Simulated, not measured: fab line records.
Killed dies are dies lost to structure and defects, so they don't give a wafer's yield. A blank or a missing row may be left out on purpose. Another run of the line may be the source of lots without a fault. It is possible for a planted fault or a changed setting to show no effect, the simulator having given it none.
fab line records -- flow gf180mcu -- part 1 of 2: steps 1 to 29 of 38
record lots=5, wafers=15, last-day=34
route steps=602 shown SALICIDE@284 CONTACT@287 M1@315
lots that met no fault: from a run of the same line without faults
start-h: the number of hours between the record's first day and the start of the first shown wafer of the lot -- wait-h: time in hours since the lot's previous step -- " the same as in the row above -- L1.1+2: a single row standing in for several wafers -- - no value, or no start was given -- * or withheld: withheld -- < > ~ a bound
route shown NAME@n: a module of which the file shows steps, and the number in the route of the first -- usual: mean and standard deviation over wafers with no fault -- same: alike in all rows -- chamber/n: place in a boat -- sites: each site's reading -- _std_site: their standard deviation -- _edge_site: inner sites' mean taken away from outer sites' mean -- radius-mm: how far each site lies from the wafer's centre -- mask NAME#n: copy n -- behind: the tool/chamber that last shaped the wafer -- hold: cause of the lot's hold/its duration in hours/its outcome -- device: transistor that didn't switch, given as n, p or np -- end of line: the route-end tests of the same wafers -- a step given without rows: its recipe and nothing more -- killed: not the wafer's yield, but the dies lost to structure and defects at the first sort -- map: per-die view of a wafer (x killed, . not killed, _ where there is no die)
set.NAME: the setting the step ran with; set.NAME@STEP: the setting that earlier step ran with -- model.NAME: the simulator's own value behind a step, which no gauge read
lots seen at some steps along the route; tables by step, rows by wafer
services: a tool's chamber out of use, with start hour (start-h, from the record's first day; less than 0 if before it), hours out, and reason
## steps
# step GF_SALICIDE_RTA_06
# recipe temp-c=530, time-s=30, ambient=N2
# usual lamp-power-pct=5.7/0.48, wafer_temp_C_max=532.4/0.56
lot.wafer,tool,chamber,start-h,wait-h,lamp-power-pct,wafer_temp_C_max
L075.2,rtp-anneal-01,0,348.32,0.1,6.3,532.0
L075.3,rtp-anneal-01,0,348.32,0.1,6.3,533.0
L075.6,rtp-anneal-01,0,348.32,0.1,6.3,533.7
L076.1,rtp-anneal-02,0,354.90,0.1,5.3,531.9
L076.4,rtp-anneal-02,0,354.90,0.1,5.3,532.0
L076.5,rtp-anneal-02,0,354.90,0.1,5.3,533.1
L079.2,rtp-anneal-01,0,382.86,0.1,6.3,533.4
L079.4,rtp-anneal-01,0,382.86,0.1,6.3,532.0
L079.5,rtp-anneal-01,0,382.86,0.1,6.3,533.1
L081.1,rtp-anneal-01,0,399.99,0.1,6.3,532.7
L081.2,rtp-anneal-01,0,399.99,0.1,6.3,533.1
L081.3,rtp-anneal-01,0,399.99,0.1,6.3,533.4
L097.3,rtp-anneal-02,0,536.40,0.1,5.3,531.5
L097.4,rtp-anneal-02,0,536.40,0.1,5.3,531.6
L097.6,rtp-anneal-02,0,536.40,0.1,5.3,531.8
# step GF_SALICIDE_WET_ETCH_07
# recipe chemistry=SPM, target-depth-nm=120, dry=n2-spin
lot.wafer,tool,chamber,start-h,wait-h
L075.2+3+6,wet-bench-04,2,348.41,0.1
L076.1+4+5,wet-bench-03,3,355.00,0.1
L079.2+4+5,wet-bench-04,2,382.94,0.1
L081.1+2+3,wet-bench-01,1,400.09,0.1
L097.3+4+6,wet-bench-04,1,536.46,0.1
# step GF_SALICIDE_RTA_08
# recipe temp-c=800, time-s=30, ambient=N2
# usual lamp-power-pct=16.0/1.4, wafer_temp_C_max=803.6/0.84
lot.wafer,tool,chamber,start-h,wait-h,lamp-power-pct,wafer_temp_C_max
L075.2,rtp-anneal-02,0,348.52,0.0,14.7,803.4
L075.3,rtp-anneal-02,0,348.52,0.0,14.7,803.8
L075.6,rtp-anneal-02,0,348.52,0.0,14.6,803.5
L076.1,rtp-anneal-01,0,355.09,0.0,17.4,803.2
L076.4,rtp-anneal-01,0,355.09,0.0,17.4,804.6
L076.5,rtp-anneal-01,0,355.09,0.0,17.5,804.6
L079.2,rtp-anneal-02,0,383.05,0.0,14.6,804.0
L079.4,rtp-anneal-02,0,383.05,0.0,14.7,803.5
L079.5,rtp-anneal-02,0,383.05,0.0,14.7,803.6
L081.1,rtp-anneal-02,0,400.18,0.0,14.7,802.3
L081.2,rtp-anneal-02,0,400.18,0.0,14.6,804.6
L081.3,rtp-anneal-02,0,400.18,0.0,14.6,803.7
L097.3,rtp-anneal-02,0,536.60,0.0,14.7,803.2
L097.4,rtp-anneal-02,0,536.60,0.0,14.7,802.7
L097.6,rtp-anneal-02,0,536.60,0.0,14.7,803.0
# step GF_CONTACT_CVD_00
# recipe material=SiO2, target-thk-nm=300, sigma-open-frac=0.3, temp-c=400, time-s=50, sih4-flow-sccm=60, pressure-mtorr=6
# usual pressure-mtorr=5.999/0.012
lot.wafer,tool,chamber,start-h,wait-h,pressure-mtorr
L075.2,hdpcvd-02,2,348.60,0.1,6.001
L075.3,hdpcvd-02,1,348.60,0.1,6.015
L075.6,hdpcvd-02,1,348.60,0.1,6.008
L076.1,hdpcvd-02,1,355.19,0.1,5.973
L076.4,hdpcvd-02,0,355.19,0.1,5.991
L076.5,hdpcvd-02,2,355.19,0.1,5.988
L079.2,hdpcvd-02,2,383.13,0.1,5.992
L079.4,hdpcvd-02,1,383.13,0.1,6.022
L079.5,hdpcvd-02,2,383.13,0.1,6.000
L081.1,hdpcvd-02,2,400.28,0.1,5.988
L081.2,hdpcvd-02,0,400.28,0.1,6.007
L081.3,hdpcvd-02,1,400.28,0.1,5.988
L097.3,hdpcvd-01,1,536.66,0.1,5.998
L097.4,hdpcvd-01,2,536.66,0.1,5.998
L097.6,hdpcvd-01,1,536.66,0.1,6.015
# step GF_CONTACT_THK_MEAS_01
# recipe reads=SiO2_of_CONTACT_CVD_00
# usual CONTACT_CVD_00_THK=299/3.4
lot.wafer,tool,chamber,start-h,wait-h,CONTACT_CVD_00_THK[nm]
L075.2,film-metro-01,-,348.65,0.0,299
L075.3,film-metro-01,-,348.65,0.0,299
L075.6,film-metro-01,-,348.65,0.0,295
L076.1,film-metro-03,-,355.24,0.0,297
L076.4,film-metro-03,-,355.24,0.0,296
L076.5,film-metro-03,-,355.24,0.0,301
L079.2,film-metro-04,-,383.19,0.0,304
L079.4,film-metro-04,-,383.19,0.0,303
L079.5,film-metro-04,-,383.19,0.0,305
L081.1,film-metro-01,-,400.32,0.0,298
L081.2,film-metro-01,-,400.32,0.0,296
L081.3,film-metro-01,-,400.32,0.0,297
L097.3,film-metro-04,-,536.73,0.0,297
L097.4,film-metro-04,-,536.73,0.0,298
L097.6,film-metro-04,-,536.73,0.0,298
# step GF_CONTACT_CVD_02
# recipe material=SiO2, target-thk-nm=860, precursor=TEOS, temp-c=400, time-s=95.992, rf-w=600
# usual heater-power-w=628/130, rf-fwd-power-W=596.9/2.3
lot.wafer,tool,chamber,start-h,wait-h,heater-power-w,rf-fwd-power-W
L075.2,pecvd-04,1,348.70,0.0,786,596.9
L075.3,pecvd-04,2,348.70,0.0,495,597.6
L075.6,pecvd-04,2,348.70,0.0,557,597.6
L076.1,pecvd-03,1,355.30,0.1,349,595.6
L076.4,pecvd-03,1,355.30,0.1,383,594.5
L076.5,pecvd-03,0,355.30,0.1,717,595.8
L079.2,pecvd-04,0,383.24,0.0,704,600.1
L079.4,pecvd-04,0,383.24,0.0,785,598.8
L079.5,pecvd-04,2,383.24,0.0,652,596.8
L081.1,pecvd-03,1,400.38,0.1,401,593.7
L081.2,pecvd-03,0,400.38,0.1,729,597.7
L081.3,pecvd-03,2,400.38,0.1,736,598.8
L097.3,pecvd-03,2,536.77,0.0,654,600.1
L097.4,pecvd-03,2,536.77,0.0,723,598.2
L097.6,pecvd-03,0,536.77,0.0,584,596.9
# step GF_CONTACT_THK_MEAS_03
# recipe reads=SiO2_of_CONTACT_CVD_02
# usual CONTACT_CVD_02_THK=864/11
lot.wafer,tool,chamber,start-h,wait-h,CONTACT_CVD_02_THK[nm]
L075.2,film-metro-04,-,348.82,0.1,847
L075.3,film-metro-04,-,348.82,0.1,862
L075.6,film-metro-04,-,348.82,0.1,872
L076.1,film-metro-04,-,355.37,0.0,874
L076.4,film-metro-04,-,355.37,0.0,879
L076.5,film-metro-04,-,355.37,0.0,857
L079.2,film-metro-01,-,383.32,0.0,859
L079.4,film-metro-01,-,383.32,0.0,876
L079.5,film-metro-01,-,383.32,0.0,881
L081.1,film-metro-04,-,400.45,0.0,849
L081.2,film-metro-04,-,400.45,0.0,861
L081.3,film-metro-04,-,400.45,0.0,846
L097.3,film-metro-03,-,536.86,0.1,842
L097.4,film-metro-03,-,536.86,0.1,865
L097.6,film-metro-03,-,536.86,0.1,868
# step GF_CONTACT_CMP_04
# recipe material=SiO2, down-force-psi=4, platen-rpm=60, pad-velocity-m-s=0.94248
# usual motor-current-A=11.9/1.5, slurry-filter-dp-kPa=13.50/0.15, time-to-endpoint-s=113/5.5
lot.wafer,tool,chamber,start-h,wait-h,motor-current-A,slurry-filter-dp-kPa,time-to-endpoint-s
L075.3,cmp-01,0,348.92,0.1,13.9,13.38,112
L075.2,cmp-01,2,348.92,0.1,11.6,13.61,111
L075.6,cmp-01,3,348.92,0.1,9.8,13.57,123
L076.1,cmp-01,1,355.53,0.1,11.5,13.49,119
L076.4,cmp-01,2,355.53,0.1,12.5,13.42,119
L076.5,cmp-01,3,355.53,0.1,9.7,13.39,112
L079.4,cmp-01,0,383.42,0.1,14.2,13.55,118
L079.2,cmp-01,2,383.42,0.1,12.2,13.55,115
L079.5,cmp-01,3,383.42,0.1,9.8,13.60,125
L081.2,cmp-01,1,400.51,0.0,10.8,13.45,107
L081.1,cmp-01,3,400.51,0.0,9.9,13.46,106
L081.3,cmp-01,0,400.51,0.0,14.9,13.52,105
L097.3,cmp-01,0,537.14,0.3,14.3,13.69,101
L097.4,cmp-01,3,537.14,0.3,10.2,13.36,116
L097.6,cmp-01,0,537.14,0.3,14.4,13.72,114
# step GF_CONTACT_BOW_MEAS_05
# recipe mode=bow
# usual CONTACT_BOW=67/6.5
lot.wafer,tool,chamber,start-h,wait-h,CONTACT_BOW[um]
L075.2,film-metro-01,-,349.19,0.1,65
L075.3,film-metro-01,-,349.19,0.1,65
L075.6,film-metro-01,-,349.19,0.1,61
L076.1,film-metro-03,-,355.73,0.1,62
L076.4,film-metro-03,-,355.73,0.1,66
L076.5,film-metro-03,-,355.73,0.1,73
L079.2,film-metro-01,-,383.69,0.1,73
L079.4,film-metro-01,-,383.69,0.1,69
L079.5,film-metro-01,-,383.69,0.1,79
L081.1,film-metro-03,-,400.81,0.1,61
L081.2,film-metro-03,-,400.81,0.1,68
L081.3,film-metro-03,-,400.81,0.1,63
L097.3,film-metro-01,-,537.48,0.3,75
L097.4,film-metro-01,-,537.48,0.3,71
L097.6,film-metro-01,-,537.48,0.3,69
# step GF_CONTACT_DEHYDRATE_06
# recipe temp-c=200, time-s=60
lot.wafer,tool,chamber,start-h,wait-h
L075.2+3+6,litho-track-01,0,359.45,10.2
L076.1+4+5,litho-track-01,0,366.58,10.8
L079.2+4+5,litho-track-03,0,394.83,11.1
L081.1+2+3,litho-track-01,0,412.18,11.3
L097.3+4+6,litho-track-03,0,548.86,11.4
# step GF_CONTACT_HMDS_07
# recipe prime-time-s=60, prime-temp-c=120
# usual prime-temp-c=120.01/0.13
# same prime-time-s=60
lot.wafer,tool,chamber,start-h,wait-h,prime-temp-c
L075.2,litho-track-01,0,359.60,0.1,120.13
L075.3,litho-track-01,0,359.60,0.1,120.14
L075.6,litho-track-01,0,359.60,0.1,120.22
L076.1,litho-track-01,0,366.73,0.1,120.13
L076.4,litho-track-01,0,366.73,0.1,120.01
L076.5,litho-track-01,0,366.73,0.1,120.00
L079.2,litho-track-03,0,394.98,0.1,119.94
L079.4,litho-track-03,0,394.98,0.1,119.88
L079.5,litho-track-03,0,394.98,0.1,119.94
L081.1,litho-track-01,0,412.33,0.1,119.99
L081.2,litho-track-01,0,412.33,0.1,120.10
L081.3,litho-track-01,0,412.33,0.1,119.98
L097.3,litho-track-03,0,549.01,0.1,119.93
L097.4,litho-track-03,0,549.01,0.1,120.08
L097.6,litho-track-03,0,549.01,0.1,119.88
# step GF_CONTACT_COAT_08
# recipe resist=BARC, temp-c=withheld, time-s=withheld, spin-rpm=withheld, resist-thk-nm=withheld
lot.wafer,tool,chamber,start-h,wait-h
L075.2+3+6,litho-track-01,0,359.75,0.1
L076.1+4+5,litho-track-01,0,366.88,0.1
L079.2+4+5,litho-track-03,0,395.13,0.1
L081.1+2+3,litho-track-01,0,412.48,0.1
L097.3+4+6,litho-track-03,0,549.16,0.1
# step GF_CONTACT_COAT_09
# recipe resist=KrF, spin-rpm=withheld, resist-thk-nm=1000
lot.wafer,tool,chamber,start-h,wait-h
L075.2+3+6,litho-track-01,0,-,-
L076.1+4+5,litho-track-01,0,-,-
L079.2+4+5,litho-track-03,0,-,-
L081.1+2+3,litho-track-01,0,-,-
L097.3+4+6,litho-track-03,0,-,-
# step GF_CONTACT_SOFTBAKE_10
# recipe temp-c=130, time-s=60, resist=KrF
lot.wafer,tool,chamber,start-h,wait-h
L075.2+3+6,litho-track-01,0,-,-
L076.1+4+5,litho-track-01,0,-,-
L079.2+4+5,litho-track-03,0,-,-
L081.1+2+3,litho-track-01,0,-,-
L097.3+4+6,litho-track-03,0,-,-
# step GF_CONTACT_EXPOSE_11
# recipe mask-id=Contact, target-cd-nm=220, na=0.68, source-shape=conventional, sigma-outer=0.6, dose-mj=38
# usual focus-offset-nm=0.0/0.54
lot.wafer,tool,chamber,start-h,wait-h,mask,focus-offset-nm
L075.2,krf-scanner-01,0,-,-,Contact#0,-0.6
L075.3,krf-scanner-01,0,-,-,Contact#0,-0.5
L075.6,krf-scanner-01,0,-,-,Contact#0,-0.7
L076.1,krf-scanner-01,0,-,-,Contact#0,0.6
L076.4,krf-scanner-01,0,-,-,Contact#0,0.7
L076.5,krf-scanner-01,0,-,-,Contact#0,0.6
L079.2,krf-scanner-01,0,-,-,Contact#0,-0.2
L079.4,krf-scanner-01,0,-,-,Contact#0,-0.2
L079.5,krf-scanner-01,0,-,-,Contact#0,0.0
L081.1,krf-scanner-02,0,-,-,Contact#0,0.0
L081.2,krf-scanner-02,0,-,-,Contact#0,0.4
L081.3,krf-scanner-02,0,-,-,Contact#0,0.5
L097.3,krf-scanner-01,0,-,-,Contact#0,0.1
L097.4,krf-scanner-01,0,-,-,Contact#0,0.0
L097.6,krf-scanner-01,0,-,-,Contact#0,0.3
# step GF_CONTACT_PEB_12
# recipe peb-temp-c=135, peb-time-s=90, resist=KrF
lot.wafer,tool,chamber,start-h,wait-h
L075.2+3+6,litho-track-01,0,-,-
L076.1+4+5,litho-track-03,0,-,-
L079.2+4+5,litho-track-01,0,-,-
L081.1+2+3,litho-track-03,0,-,-
L097.3+4+6,litho-track-02,0,-,-
# step GF_CONTACT_DEVELOP_13
# recipe develop-time-s=60, resist=KrF, dev-temp-c=21
lot.wafer,tool,chamber,start-h,wait-h
L075.2+3+6,litho-track-01,0,371.00,0.2
L076.1+4+5,litho-track-03,0,377.91,0.2
L079.2+4+5,litho-track-01,0,406.35,0.2
L081.1+2+3,litho-track-03,0,423.91,0.2
L097.3+4+6,litho-track-02,0,560.92,0.1
# step GF_CONTACT_CD_MEAS_14
# recipe target-cd-nm=220
# usual cd-nm=219.5/1.6
lot.wafer,tool,chamber,start-h,wait-h,cd-nm
L075.2,cd-sem-01,-,371.15,0.1,220.4
L075.3,cd-sem-01,-,371.15,0.1,218.7
L075.6,cd-sem-01,-,371.15,0.1,219.1
L076.1,cd-sem-01,-,378.06,0.1,218.4
L076.4,cd-sem-01,-,378.06,0.1,218.9
L076.5,cd-sem-01,-,378.06,0.1,219.1
L079.2,cd-sem-02,-,406.50,0.1,215.5
L079.4,cd-sem-02,-,406.50,0.1,217.7
L079.5,cd-sem-02,-,406.50,0.1,217.4
L081.1,cd-sem-02,-,424.09,0.2,220.1
L081.2,cd-sem-02,-,424.09,0.2,219.0
L081.3,cd-sem-02,-,424.09,0.2,221.1
L097.3,cd-sem-02,-,561.06,0.1,220.7
L097.4,cd-sem-02,-,561.06,0.1,219.0
L097.6,cd-sem-02,-,561.06,0.1,219.6
# step GF_CONTACT_OVL_MEAS_15
# usual CONTACT_OVL=2/6.1
lot.wafer,tool,chamber,start-h,wait-h,CONTACT_OVL[nm]
L075.2,overlay-01,-,371.25,0.1,-4
L075.3,overlay-01,-,371.25,0.1,-5
L075.6,overlay-01,-,371.25,0.1,-1
L076.1,overlay-02,-,378.18,0.1,-9
L076.4,overlay-02,-,378.18,0.1,-11
L076.5,overlay-02,-,378.18,0.1,-5
L079.2,overlay-02,-,406.60,0.1,-1
L079.4,overlay-02,-,406.60,0.1,3
L079.5,overlay-02,-,406.60,0.1,-2
L081.1,overlay-02,-,424.21,0.1,-7
L081.2,overlay-02,-,424.21,0.1,-5
L081.3,overlay-02,-,424.21,0.1,-7
L097.3,overlay-01,-,561.15,0.1,0
L097.4,overlay-01,-,561.15,0.1,-5
L097.6,overlay-01,-,561.15,0.1,-3
# step GF_CONTACT_ETCH_16
# recipe chemistry=N2/H2, target-depth-a=withheld, overetch-a=withheld, time-s=withheld, target=BARC, ion-energy-ev=200, source-w=500, bias-w=100, pressure-mtorr=30, n2-flow-sccm=100, h2-flow-sccm=200
# usual drypump-motor-current-A=6.0/0.55, oes-product-au=0.855/0.0049, rf-fwd-power-W=495.6/1.9, throttle-valve-pct=13.225/0.0087
lot.wafer,tool,chamber,start-h,wait-h,drypump-motor-current-A,oes-product-au,rf-fwd-power-W,throttle-valve-pct
L075.2,rie-diel-02,1,371.28,0.0,6.0,0.848,495.3,13.221
L075.3,rie-diel-02,3,371.28,0.0,6.6,0.854,494.0,13.245
L075.6,rie-diel-02,3,371.28,0.0,6.6,0.856,492.2,13.221
L076.1,rie-diel-01,2,378.22,0.0,6.4,0.861,495.5,13.232
L076.4,rie-diel-01,3,378.22,0.0,6.1,0.854,495.0,13.237
L076.5,rie-diel-01,3,378.22,0.0,6.1,0.851,495.4,13.223
L079.2,rie-diel-01,0,406.63,0.0,6.1,0.850,493.1,13.218
L079.4,rie-diel-01,1,406.63,0.0,6.4,0.858,496.7,13.210
L079.5,rie-diel-01,3,406.63,0.0,6.1,0.858,497.2,13.248
L081.1,rie-diel-03,3,424.25,0.0,4.9,0.863,492.9,13.226
L081.2,rie-diel-03,1,424.25,0.0,6.1,0.853,494.7,13.233
L081.3,rie-diel-03,0,424.25,0.0,6.7,0.866,496.8,13.233
L097.3,rie-diel-01,1,561.17,0.0,6.4,0.863,500.3,13.224
L097.4,rie-diel-01,2,561.17,0.0,6.4,0.857,496.7,13.219
L097.6,rie-diel-01,2,561.17,0.0,6.4,0.856,495.4,13.221
# step GF_CONTACT_ETCH_17
# recipe chemistry=C4F8/O2/Ar, mask-material=KrF, target=SiO2, stop-on=CoSi2, source-w=1500, bias-w=1200, pressure-mtorr=40, c4f8-flow-sccm=withheld, O2_flow_sccm=6, Ar_flow_sccm=300, time-s=withheld, target-depth-a=8600
# usual oes-product-au=0.815/0.0047, rf-fwd-power-W=1495/4.8
lot.wafer,tool,chamber,start-h,wait-h,oes-product-au,rf-fwd-power-W
L075.2,rie-diel-02,1,-,-,0.815,1498
L075.3,rie-diel-02,3,-,-,0.815,1489
L075.6,rie-diel-02,3,-,-,0.818,1497
L076.1,rie-diel-01,2,-,-,0.812,1492
L076.4,rie-diel-01,3,-,-,0.811,1502
L076.5,rie-diel-01,3,-,-,0.819,1499
L079.2,rie-diel-01,0,-,-,0.815,1497
L079.4,rie-diel-01,1,-,-,0.814,1495
L079.5,rie-diel-01,3,-,-,0.819,1487
L081.1,rie-diel-03,3,-,-,0.808,1499
L081.2,rie-diel-03,1,-,-,0.816,1491
L081.3,rie-diel-03,0,-,-,0.820,1494
L097.3,rie-diel-01,1,-,-,0.816,1485
L097.4,rie-diel-01,2,-,-,0.806,1498
L097.6,rie-diel-01,2,-,-,0.812,1492
# step GF_CONTACT_STRIP_18
# recipe chemistry=O2/N2, power-w=1400, pressure-mtorr=1500, platen-temp-c=250, o2-flow-sccm=3000, n2-flow-sccm=300, overash-fraction=0.5
# usual drypump-motor-current-A=6.1/0.42, heater-power-w=332/42, oes-product-au=0.579/0.0053
lot.wafer,tool,chamber,start-h,wait-h,drypump-motor-current-A,heater-power-w,oes-product-au,rf-hours-counter-h
L075.2,plasma-asher-04,0,371.45,-,5.9,275,0.577,58
L075.3,plasma-asher-04,1,371.45,-,5.4,332,0.567,-
L075.6,plasma-asher-04,0,371.45,-,5.9,278,0.582,-
L076.1,plasma-asher-01,1,378.38,-,6.2,407,0.580,30
L076.4,plasma-asher-01,1,378.38,-,6.2,403,0.574,-
L076.5,plasma-asher-01,0,378.38,-,6.7,330,0.583,-
L079.2,plasma-asher-04,1,406.79,-,5.4,343,0.581,63
L079.4,plasma-asher-04,1,406.79,-,5.4,344,0.573,-
L079.5,plasma-asher-04,0,406.79,-,5.9,284,0.575,-
L081.1,plasma-asher-01,1,424.41,-,6.2,395,0.580,35
L081.2,plasma-asher-01,0,424.41,-,6.7,332,0.575,35
L081.3,plasma-asher-01,0,424.41,-,6.8,316,0.581,-
L097.3,plasma-asher-04,0,561.37,-,5.9,281,0.582,-
L097.4,plasma-asher-04,1,561.37,-,5.4,340,0.588,-
L097.6,plasma-asher-04,1,561.37,-,5.4,332,0.581,-
# step GF_CONTACT_CLEAN_19
# recipe chemistry=SPM
lot.wafer,tool,chamber,start-h,wait-h
L075.2+3+6,wet-bench-04,2,371.55,0.1
L076.1+4+5,wet-bench-02,1,378.48,0.1
L079.2+4+5,wet-bench-04,2,406.89,0.1
L081.1+2+3,wet-bench-04,2,424.51,0.1
L097.3+4+6,wet-bench-02,2,561.44,0.0
# step GF_CONTACT_CLEAN_20
# recipe chemistry=DIW
lot.wafer,tool,chamber,start-h,wait-h
L075.2+3+6,wet-bench-02,3,371.65,0.0
L076.1+4+5,wet-bench-03,3,378.57,0.0
L079.2+4+5,wet-bench-03,2,406.99,0.0
L081.1+2+3,wet-bench-03,3,424.61,0.0
L097.3+4+6,wet-bench-04,2,561.53,0.0
# step GF_CONTACT_CLEAN_21
# recipe chemistry=dHF, time-s=20, dilution=100:1, dry=ipa-marangoni
lot.wafer,tool,chamber,start-h,wait-h
L075.2+3+6,wet-bench-04,2,371.75,0.0
L076.1+4+5,wet-bench-04,3,378.67,0.0
L079.2+4+5,wet-bench-04,0,407.08,0.0
L081.1+2+3,wet-bench-02,2,424.81,0.0
L097.3+4+6,wet-bench-03,2,561.63,0.0
# step GF_CONTACT_SPUTTER_22
# recipe material=Ti, target-thk-nm=15, chamber-pressure-pa=5, power-w=2500, substrate-temp-c=200, time-s=80.02
# usual throttle-valve-pct=30.2/0.97
lot.wafer,tool,chamber,start-h,wait-h,throttle-valve-pct
L075.2,pvd-sputter-02,-,371.76,0.0,31.7
L075.3,pvd-sputter-02,-,371.76,0.0,30.5
L075.6,pvd-sputter-02,-,371.76,0.0,29.7
L076.1,pvd-sputter-04,-,378.68,0.0,30.9
L076.4,pvd-sputter-04,-,378.68,0.0,31.0
L076.5,pvd-sputter-04,-,378.68,0.0,31.0
L079.2,pvd-sputter-03,-,407.09,0.0,31.0
L079.4,pvd-sputter-03,-,407.09,0.0,28.3
L079.5,pvd-sputter-03,-,407.09,0.0,31.0
L081.1,pvd-sputter-04,-,424.82,0.0,30.9
L081.2,pvd-sputter-04,-,424.82,0.0,31.2
L081.3,pvd-sputter-04,-,424.82,0.0,29.2
L097.3,pvd-sputter-03,-,561.64,0.0,30.7
L097.4,pvd-sputter-03,-,561.64,0.0,28.5
L097.6,pvd-sputter-03,-,561.64,0.0,30.2
# step GF_CONTACT_SPUTTER_23
# recipe material=TiN, target-thk-nm=10, chamber-pressure-pa=5, power-w=4000, time-s=40
# usual throttle-valve-pct=30.1/0.97
lot.wafer,tool,chamber,start-h,wait-h,throttle-valve-pct
L075.2,pvd-sputter-02,-,371.82,0.0,31.2
L075.3,pvd-sputter-02,-,371.82,0.0,30.4
L075.6,pvd-sputter-02,-,371.82,0.0,29.7
L076.1,pvd-sputter-04,-,378.75,0.0,31.1
L076.4,pvd-sputter-04,-,378.75,0.0,30.4
L076.5,pvd-sputter-04,-,378.75,0.0,31.0
L079.2,pvd-sputter-03,-,407.15,0.0,30.9
L079.4,pvd-sputter-03,-,407.15,0.0,28.5
L079.5,pvd-sputter-03,-,407.15,0.0,31.0
L081.1,pvd-sputter-04,-,424.88,0.0,30.6
L081.2,pvd-sputter-04,-,424.88,0.0,30.8
L081.3,pvd-sputter-04,-,424.88,0.0,28.8
L097.3,pvd-sputter-03,-,561.70,0.0,30.8
L097.4,pvd-sputter-03,-,561.70,0.0,28.2
L097.6,pvd-sputter-03,-,561.70,0.0,30.7
# step GF_CONTACT_CVD_24
# recipe material=W, target-thk-nm=300, time-s=90.339, temp-c=400, pressure-torr=40
# usual heater-power-w=872/56
lot.wafer,tool,chamber,start-h,wait-h,heater-power-w
L075.2,cvd-w-02,0,371.86,0.0,863
L075.3,cvd-w-02,0,371.86,0.0,849
L075.6,cvd-w-02,0,371.86,0.0,824
L076.1,cvd-w-02,1,378.78,0.0,844
L076.4,cvd-w-02,1,378.78,0.0,849
L076.5,cvd-w-02,1,378.78,0.0,876
L079.2,cvd-w-02,1,407.19,0.0,807
L079.4,cvd-w-02,1,407.19,0.0,832
L079.5,cvd-w-02,0,407.19,0.0,794
L081.1,cvd-w-02,0,424.92,0.0,783
L081.2,cvd-w-02,1,424.92,0.0,824
L081.3,cvd-w-02,1,424.92,0.0,829
L097.3,cvd-w-02,0,561.78,0.1,823
L097.4,cvd-w-02,1,561.78,0.1,824
L097.6,cvd-w-02,0,561.78,0.1,799
# step GF_CONTACT_RS_MEAS_25
# recipe thk-meas-gauge=four-point-probe, reads=W_of_CONTACT_CVD_24+TiN_of_CONTACT_SPUTTER_23+Ti_of_CONTACT_SPUTTER_22
# usual CONTACT_W_RS=0.383/0.004
lot.wafer,tool,chamber,start-h,wait-h,CONTACT_W_RS[ohm/sq]
L075.2,film-metro-04,-,371.98,0.1,0.382
L075.3,film-metro-04,-,371.98,0.1,0.380
L075.6,film-metro-04,-,371.98,0.1,0.381
L076.1,film-metro-03,-,378.88,0.1,0.387
L076.4,film-metro-03,-,378.88,0.1,0.391
L076.5,film-metro-03,-,378.88,0.1,0.391
L079.2,film-metro-04,-,407.31,0.1,0.381
L079.4,film-metro-04,-,407.31,0.1,0.381
L079.5,film-metro-04,-,407.31,0.1,0.378
L081.1,film-metro-03,-,425.02,0.1,0.389
L081.2,film-metro-03,-,425.02,0.1,0.383
L081.3,film-metro-03,-,425.02,0.1,0.386
L097.3,film-metro-03,-,561.88,0.1,0.385
L097.4,film-metro-03,-,561.88,0.1,0.379
L097.6,film-metro-03,-,561.88,0.1,0.384
